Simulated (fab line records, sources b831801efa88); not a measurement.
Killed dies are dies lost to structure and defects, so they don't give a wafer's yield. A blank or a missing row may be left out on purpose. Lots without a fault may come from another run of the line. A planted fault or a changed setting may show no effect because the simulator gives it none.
Which tool did it? | flow gf180mcu | 11 lots, 33 wafers sampled, at 4 steps of a route of 602

WHAT THE GAUGES READ, wafer by wafer
GF_V3_THK_MEAS_03.
lot  | measured     | on            | V3_CVD_02_THK (nm)
L331 | day 22 05:46 | film_metro-04 | 847 863 868
L333 | day 22 18:45 | film_metro-03 | 842 837 854
L334 | day 23 08:14 | film_metro-03 | 850 851 859
L335 | day 23 15:32 | film_metro-04 | 835 839 862
L337 | day 24 09:31 | film_metro-02 | 836 839 866
L339 | day 25 02:43 | film_metro-03 | 857 866 869
L340 | day 25 08:26 | film_metro-02 | 846 847 859
L341 | day 25 16:30 | film_metro-04 | 839 842 860
L342 | day 25 23:21 | film_metro-04 | 858 845 843
L346 | day 27 05:29 | film_metro-02 | 745 760 752 745 760 752
L351 | day 28 16:40 | film_metro-03 | 758 757 769 758 757 769

WHICH TOOL RAN EACH LOT (tool, then ch and the chambers of the sampled wafers, then the start)
lot  | GF_V2_ETCH_17                                 | GF_M3_SPUTTER_02             | GF_V3_CVD_02
L331 | rie_diel-04 ch 2,3, day 21 05:00 or earlier   | pvd_sputter-03, day 21 05:00 | pecvd-01 ch 1,2, day 22 05:41
L333 | rie_diel-01 ch 0,1,3, day 21 17:55 or earlier | pvd_sputter-04, day 21 17:55 | pecvd-04 ch 0,1,2, day 22 18:41
L334 | rie_diel-02 ch 0,3, day 22 08:04 or earlier   | pvd_sputter-04, day 22 08:04 | pecvd-04 ch 0,1, day 23 08:08
L335 | rie_diel-04 ch 1,3, day 22 15:37 or earlier   | pvd_sputter-04, day 22 15:37 | pecvd-03 ch 0,2, day 23 15:27
L337 | rie_diel-01 ch 1,3, day 23 09:35 or earlier   | pvd_sputter-03, day 23 09:35 | pecvd-03 ch 0,1,2, day 24 09:26
L339 | rie_diel-01 ch 0,3, day 24 02:38 or earlier   | pvd_sputter-04, day 24 02:38 | pecvd-04 ch 0,1,2, day 25 02:38
L340 | rie_diel-02 ch 0,1,3, day 24 09:25 or earlier | pvd_sputter-04, day 24 09:25 | pecvd-04 ch 0,1,2, day 25 08:22
L341 | rie_diel-04 ch 1,2,3, day 24 17:37 or earlier | pvd_sputter-04, day 24 17:37 | pecvd-03 ch 0,1, day 25 16:26
L342 | rie_diel-04 ch 0,1, day 25 00:23 or earlier   | pvd_sputter-04, day 25 00:23 | pecvd-01 ch 0,1,2, day 25 23:17
L346 | rie_diel-04 ch 0,2,3, day 26 08:28 or earlier | pvd_sputter-04, day 26 08:28 | pecvd-04 ch 0,1,2, day 27 05:25
L351 | rie_diel-01 ch 0,1,2, day 27 20:17 or earlier | pvd_sputter-02, day 27 20:17 | pecvd-04 ch 0,1,2, day 28 16:35
- GF_V2_ETCH_17: etches SiO2 in C4F8/O2/Ar, stops on TiN, target depth 630 nm.
- GF_M3_SPUTTER_02: material AlCu, target thk 450 nm, time 23.9 s.
- GF_V3_CVD_02: deposits SiO2 from TEOS, target thk 850 nm, time 94.851 s.

THE ANSWER, worked out from the rows above alone
Rule: what is usual is taken from the lots themselves. Put in order of their means at a reading, lots are off if they are a third of the lots or fewer, leave a main group of 4 or more, and stand apart from it by a gap of 3 or more times the standard deviation of the main group's means; of several such gaps the widest counts. A main group whose means are all the same, to the digits that the tables above print for the reading, isn't used. A lot without any number at a reading at which 4 lots or more have one is off too. The other lots that the step has rows for count as sound.
Off: L346, L351, at GF_V3_THK_MEAS_03 (V3_CVD_02_THK). The main group: mean 851 nm, standard deviation 6.3.
A tool fits if, at a process step before that reading, it ran every lot that is off, and no sound lot after the first of them. The gauges at GF_V3_THK_MEAS_03 are tried like those tools. GF_V2_ETCH_17 gives no start for some lots, so the hours and the order of its lots are those of GF_M3_SPUTTER_02. One fits: pecvd-04 at GF_V3_CVD_02. Its last sound lot is L340 (day 25 08:22), its first lot that is off L346 (day 27 05:25): a fault that began between those two fits.

WHAT THE SIMULATOR HAD PUT IN
Process parameter drift: pecvd-04, from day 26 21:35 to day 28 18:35, at GF_V3_CVD_02. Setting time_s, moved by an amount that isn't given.
Lots struck among those shown: L346, L351. The rule above found the same.
